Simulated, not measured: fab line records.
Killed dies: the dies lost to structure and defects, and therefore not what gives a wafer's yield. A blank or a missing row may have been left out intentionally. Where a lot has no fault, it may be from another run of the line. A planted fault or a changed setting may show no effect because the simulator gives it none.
fab line records    flow sky130
record lots=7  wafers=21  last_day=50
route steps=708 shown LDD_HVP@281 LDD_LDN@289
lots that met no fault: taken from a fault-free run of the same line
start_h: hours from the record's opening day to when the first of the lot's shown wafers began    wait_h: how many hours have passed since the lot's step before this one    " the same as in the row above    L1.1+2: several wafers, shown together as one row    - value missing, or start not given    * or withheld: withheld    < > ~ a bound
route shown NAME@n: names a module that has steps shown in the file, with the first one's number in the route    usual: average and standard deviation across the fault-free wafers    same: alike in all rows    chamber/n: place in a boat    sites: each site's reading    _std_site: the values' standard deviation    _edge_site: mean of outer sites minus mean of inner sites    radius_mm: how far each site lies from the wafer's centre    mask NAME#n: copy n    behind: the last tool/chamber to shape the wafer    hold: why the lot went on hold/how many hours it stayed there/how the hold came to an end    device: which transistor (n, p or np) failed to switch    end of line: tests run on the same wafers once the route is complete    step lacking rows: just its recipe    killed: at the first sort, the dies lost to defects and structure; wafer yield is something else    map: shows each die of a wafer: x if killed, . if not, _ if none is there
set.NAME: the setting that was run; set.NAME@STEP: the one run at that earlier step    model.NAME: the simulator's own value behind a step, which no gauge read
lots at some steps of the route; a table a step, a row a wafer
services: when a tool's chamber went out of use (start_h, in hours from the record's first day, below 0 if earlier), for how many hours, and the reason
## steps
# step SKY_LDD_HVP_SOFTBAKE_03
# recipe temp_c=90  time_s=60  resist=NOVOLAK
# step SKY_LDD_HVP_EXPOSE_04
# recipe mask_id=HVPTM  na=0.6  source_shape=conventional  sigma_outer=0.6  polarization=unpolarized  target_cd_nm=700  dose_mj=86
# step SKY_LDD_HVP_PEB_05
# recipe temp_c=withheld  time_s=*  resist=NOVOLAK
# step SKY_LDD_HVP_DEVELOP_06
# recipe resist=NOVOLAK  developer=TMAH  develop_time_s=60  dev_temp_c=23
# step SKY_LDD_HVP_OVL_MEAS_07
# usual LDD_HVP_OVL=0.7/1.5
lot.wafer  tool        chamber  start_h  wait_h  LDD_HVP_OVL[nm]
L733.1     overlay-02  -        525.89   0.1     0.5
L733.4     "           -        "        "       1.9
L733.6     "           -        "        "       -0.3
L739.1     overlay-02  -        585.39   0.1     2.0
L739.4     "           -        "        "       0.6
L739.5     "           -        "        "       0.3
L740.1     overlay-02  -        588.83   0.1     0.7
L740.5     "           -        "        "       2.1
L740.6     "           -        "        "       2.5
L741.2     overlay-02  -        594.05   0.1     0.3
L741.3     "           -        "        "       0.5
L741.6     "           -        "        "       2.6
L744.1     overlay-01  -        623.68   0.1     -2.5
L744.4     "           -        "        "       -2.9
L744.5     "           -        "        "       -0.7
L746.1     overlay-02  -        649.48   0.1     1.2
L746.3     "           -        "        "       0.1
L746.5     "           -        "        "       1.7
L752.3     overlay-01  -        687.36   0.1     1.6
L752.4     "           -        "        "       3.4
L752.6     "           -        "        "       3.2
# step SKY_LDD_HVP_IMPLANT_08
# recipe species=B  energy_kev=20  dose_cm2=1.7e+13  tilt_deg=17.9
# step SKY_LDD_HVP_STRIP_09
# recipe chemistry=O2/N2  power_w=1400  pressure_mtorr=1500  platen_temp_c=withheld  o2_flow_sccm=3000  n2_flow_sccm=300  overash_fraction=0.5
# usual drypump_motor_current_A=5.9/0.37  oes_product_au=0.409/0.0047  strip_time_to_endpoint_s=4.138/0.014
lot.wafer  tool             chamber  start_h  wait_h  drypump_motor_current_A  oes_product_au  rf_hours_counter_h  strip_time_to_endpoint_s
L733.1     plasma_asher-02  1        526.08   0.1     6.3                      0.409           38                  4.147
L733.4     "                1        "        "       6.2                      0.413           -                   4.143
L733.6     "                1        "        "       6.2                      0.403           -                   4.142
L739.1     plasma_asher-03  1        585.58   0.1     6.1                      0.404           89                  4.143
L739.4     "                1        "        "       6.1                      0.414           -                   4.136
L739.5     "                1        "        "       6.1                      0.404           -                   4.127
L740.1     plasma_asher-01  0        589.01   0.1     6.3                      0.403           16                  4.143
L740.5     "                0        "        "       6.3                      0.396           -                   4.131
L740.6     "                1        "        "       5.1                      0.419           -                   4.142
L741.2     plasma_asher-02  1        594.23   0.1     6.2                      0.410           44                  4.163
L741.3     "                0        "        "       5.7                      0.410           -                   4.173
L741.6     "                0        "        "       5.7                      0.410           -                   4.157
L744.1     plasma_asher-01  0        623.86   0.1     6.3                      0.406           20                  4.115
L744.4     "                1        "        "       5.1                      0.401           -                   4.123
L744.5     "                1        "        "       5.2                      0.412           -                   4.134
L746.1     plasma_asher-03  0        649.66   0.1     5.9                      0.411           95                  4.120
L746.3     "                1        "        "       6.1                      0.401           -                   4.143
L746.5     "                1        "        "       6.1                      0.411           -                   4.119
L752.3     plasma_asher-01  1        687.56   0.1     5.1                      0.405           -                   4.139
L752.4     "                0        "        "       6.3                      0.413           -                   4.145
L752.6     "                1        "        "       5.2                      0.416           -                   4.133
# step SKY_LDD_HVP_TW_MEAS_10
# usual LDD_HVP_TW=458/4
lot.wafer  tool           chamber  start_h  wait_h  LDD_HVP_TW
L733.1     film_metro-02  -        526.18   0.1     458
L733.4     "              -        "        "       458
L733.6     "              -        "        "       457
L739.1     film_metro-02  -        585.68   0.1     458
L739.4     "              -        "        "       461
L739.5     "              -        "        "       458
L740.1     film_metro-02  -        589.11   0.1     461
L740.5     "              -        "        "       462
L740.6     "              -        "        "       458
L741.2     film_metro-02  -        594.34   0.1     460
L741.3     "              -        "        "       459
L741.6     "              -        "        "       459
L744.1     film_metro-01  -        623.96   0.1     460
L744.4     "              -        "        "       461
L744.5     "              -        "        "       461
L746.1     film_metro-04  -        649.76   0.1     453
L746.3     "              -        "        "       453
L746.5     "              -        "        "       449
L752.3     film_metro-01  -        687.65   0.1     460
L752.4     "              -        "        "       457
L752.6     "              -        "        "       458
# step SKY_LDD_LDN_DEHYDRATE_00
# recipe temp_c=200  time_s=60
# step SKY_LDD_LDN_HMDS_01
# recipe prime_time_s=60  prime_temp_c=120
# step SKY_LDD_LDN_COAT_02
# recipe resist=NOVOLAK  spin_rpm=3000  resist_thk_nm=1140
# step SKY_LDD_LDN_SOFTBAKE_03
# recipe temp_c=90  time_s=60  resist=NOVOLAK
# step SKY_LDD_LDN_EXPOSE_04
# recipe mask_id=LDNTM  na=0.6  source_shape=conventional  sigma_outer=0.6  polarization=unpolarized  target_cd_nm=700  dose_mj=140
# usual exposure_dose_mJ_cm2=139.99/0.15  focus_offset_nm=0.0/0.51  sigma_outer=0.6/0
lot.wafer  tool              chamber  start_h  wait_h  mask     exposure_dose_mJ_cm2  focus_offset_nm  sigma_outer
L733.1     iline_stepper-01  0        541.27   -       LDNTM#0  140.12                0.1              0.6
L733.4     "                 0        "        "       LDNTM#0  140.18                -0.2             0.6
L733.6     "                 0        "        "       LDNTM#0  140.20                0.4              0.6
L739.1     iline_stepper-02  -        600.52   -       LDNTM#0  -                     -                -
L739.4     "                 -        "        "       LDNTM#0  -                     -                -
L739.5     "                 -        "        "       LDNTM#0  -                     -                -
L740.1     iline_stepper-01  -        603.66   -       LDNTM#0  -                     -                -
L740.5     "                 -        "        "       LDNTM#0  -                     -                -
L740.6     "                 -        "        "       LDNTM#0  -                     -                -
L741.2     iline_stepper-02  -        609.24   -       LDNTM#0  -                     -                -
L741.3     "                 -        "        "       LDNTM#0  -                     -                -
L741.6     "                 -        "        "       LDNTM#0  -                     -                -
L744.1     iline_stepper-01  0        638.65   -       LDNTM#0  139.89                0.2              0.6
L744.4     "                 0        "        "       LDNTM#0  139.64                0.5              0.6
L744.5     "                 0        "        "       LDNTM#0  139.76                0.2              0.6
L746.1     iline_stepper-02  0        663.97   -       LDNTM#0  139.85                -0.3             0.6
L746.3     "                 0        "        "       LDNTM#0  139.82                0.0              0.6
L746.5     "                 0        "        "       LDNTM#0  139.92                -0.4             0.6
L752.3     iline_stepper-02  0        701.23   -       LDNTM#0  139.90                0.3              0.6
L752.4     "                 0        "        "       LDNTM#0  139.97                0.8              0.6
L752.6     "                 0        "        "       LDNTM#0  139.87                -0.7             0.6
# step SKY_LDD_LDN_PEB_05
# recipe temp_c=withheld  time_s=*  resist=NOVOLAK
## services
tool              chamber  start_h  hours  kind
iline_stepper-01  -        523.28   8.9    pm
plasma_asher-03   -        529.27   11.5   repair
iline_stepper-01  -        533.14   7.4    repair
plasma_asher-02   -        551.50   1.8    repair
plasma_asher-02   -        568.99   3.5    repair
iline_stepper-02  -        619.53   1.7    pm
iline_stepper-02  -        626.11   3.7    repair
plasma_asher-01   -        636.09   1.2    repair
iline_stepper-01  -        687.39   4.4    pm
plasma_asher-01   -        698.82   3.3    repair
## key
first_sign step=SKY_LDD_LDN_EXPOSE_04  reading=tool_record  direction=missing
effect none on later readings
met_at SKY_LDD_LDN_EXPOSE_04
struck_wafers L739.1,L739.4,L739.5,L740.1,L740.5,L740.6,L741.2,L741.3,L741.6
sort_left_out L739.1,L739.4,L739.5,L740.1,L740.5,L740.6,L741.2,L741.3,L741.6
tester_left_out L739,L740,L741
onset_between 541.27 600.52
fault kind=skipped_step_whole  tool=iline_stepper-01,iline_stepper-02  chamber=-  onset_h=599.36  steps=SKY_LDD_LDN_EXPOSE_04  scope=struck_lots_only
# tester_left_out: of these lots the tester's yield and bins aren't shown, on N5 and GAA mostly nor the transistor test; their killed dies are dies lost to structure and defects alone, not to doping, threshold or leakage, so they don't give the yield
# sort_left_out: the simulated sort isn't trusted on such a fault, so these wafers' sort isn't shown, and their yield isn't known
